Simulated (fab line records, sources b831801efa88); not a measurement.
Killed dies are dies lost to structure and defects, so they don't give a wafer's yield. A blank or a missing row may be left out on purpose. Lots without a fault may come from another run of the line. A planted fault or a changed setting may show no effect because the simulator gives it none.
Which tool did it? | flow gf180mcu | 6 lots, 18 wafers sampled, at 1 step of a route of 602

WHAT THE GAUGES READ, wafer by wafer
GF_CONTACT_THK_MEAS_03.
lot  | measured     | on            | CONTACT_CVD_02_THK (nm)
L808 | day 16 01:14 | film_metro-04 | 837 860 852
L811 | day 16 21:41 | film_metro-01 | 823 841 849
L814 | day 17 22:56 | film_metro-04 | 861 880 870
L816 | day 18 22:22 | film_metro-01 | 845 848 870
L819 | day 20 04:19 | film_metro-02 | 860 852 873
L824 | day 21 19:36 | film_metro-01 | 847 863 851

WHICH TOOL RAN EACH LOT (tool, then ch and the chambers of the sampled wafers, then the start)
The record holds no process step before these readings.

THE ANSWER, worked out from the rows above alone
Rule: what is usual is taken from the lots themselves. Put in order of their means at a reading, lots are off if they are a third of the lots or fewer, leave a main group of 4 or more, and stand apart from it by a gap of 3 or more times the standard deviation of the main group's means; of several such gaps the widest counts. A main group whose means are all the same, to the digits that the tables above print for the reading, isn't used. A lot without any number at a reading at which 4 lots or more have one is off too. The other lots that the step has rows for count as sound.
No lot is off at any reading shown: from this, nothing can be told.

WHAT THE SIMULATOR HAD PUT IN
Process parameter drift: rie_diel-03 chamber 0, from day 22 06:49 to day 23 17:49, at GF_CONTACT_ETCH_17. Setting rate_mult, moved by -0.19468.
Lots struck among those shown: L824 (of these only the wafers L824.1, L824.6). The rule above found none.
